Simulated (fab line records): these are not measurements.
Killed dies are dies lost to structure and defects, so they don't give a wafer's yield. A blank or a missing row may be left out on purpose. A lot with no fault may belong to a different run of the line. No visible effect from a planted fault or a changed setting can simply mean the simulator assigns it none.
Which tool did it?	flow gf180mcu	12 lots with 36 wafers sampled at 3 steps, on a route of 602 steps

== WHAT EACH GAUGE READ, for each wafer ==
GF_V3_OVL_MEAS_15.
lot	measured	on	V3_OVL (nm)
L075	day 22 12:38	overlay-01	-1 -1 -2
L077	day 23 07:29	overlay-01	5 1 6
L079	day 24 10:59	overlay-02	-3 -2 5
L081	day 25 02:05	overlay-02	-14 -7 -12
L083	day 25 12:14	overlay-02	-5 -6 -2
L085	day 26 09:20	overlay-02	3 2 0
L087	day 27 00:44	overlay-02	0 1 2
L089	day 27 13:23	overlay-02	-6 -2 -3
L091	day 28 02:35	overlay-02	10 10 12
L093	day 28 19:25	overlay-02	0 -7 2
L095	day 29 05:26	overlay-01	5 1 -3
L097	day 29 20:17	overlay-02	-3 -2 -10

== TOOL THAT RAN EACH LOT (tool first, then ch and the chambers of the sampled wafers, then the start) ==
lot	GF_PSD_STRIP_10	GF_CONTACT_SPUTTER_23
L075	plasmaAsher-03 ch 0,1, day 14 08:28	pvdSputter-02, day 16 06:22
L077	plasmaAsher-02 ch 0,1, day 15 02:59	pvdSputter-02, day 17 01:30
L079	plasmaAsher-04 ch 0,1, day 16 02:38	pvdSputter-04, day 18 02:29
L081	plasmaAsher-02 ch 0,1, day 16 20:34	pvdSputter-02, day 18 20:26
L083	plasmaAsher-02 ch 0,1, day 17 09:03	pvdSputter-02, day 19 10:21
L085	plasmaAsher-03 ch 0,1, day 18 05:37	pvdSputter-02, day 20 08:06
L087	plasmaAsher-02 ch 1, day 18 20:25	pvdSputter-03, day 20 22:53
L089	plasmaAsher-02 ch 1, day 19 13:25	pvdSputter-02, day 21 16:32
L091	plasmaAsher-02 ch 0,1, day 20 05:00	pvdSputter-03, day 22 08:20
L093	plasmaAsher-02 ch 0,1, day 21 01:19	pvdSputter-02, day 23 04:10
L095	plasmaAsher-02 ch 0,1, day 21 15:52	pvdSputter-02, day 23 18:13
L097	plasmaAsher-04 ch 0,1, day 22 09:10	pvdSputter-04, day 24 10:35
- GF_PSD_STRIP_10: strips in O2/N2.
- GF_CONTACT_SPUTTER_23: material TiN, target thk 10 nm, time 40 s.

== THE ANSWER, worked out from the rows above alone ==
Rule: what is usual is taken from the lots themselves. Put in order of their means at a reading, lots are off if they are a third of the lots or fewer, leave a main group of 4 or more, and stand apart from it by a gap of 3 or more times the standard deviation of the main group's means; of several such gaps the widest counts. A main group whose means are all the same, to the digits that the tables above print for the reading, isn't used. Also off: a lot with no number at a reading for which 4 or more lots have one. Any other lot the step has rows for is counted as sound.
Across all readings shown, no lot is off: no conclusion can be drawn from this.

== WHAT WAS PUT IN BY THE SIMULATOR ==
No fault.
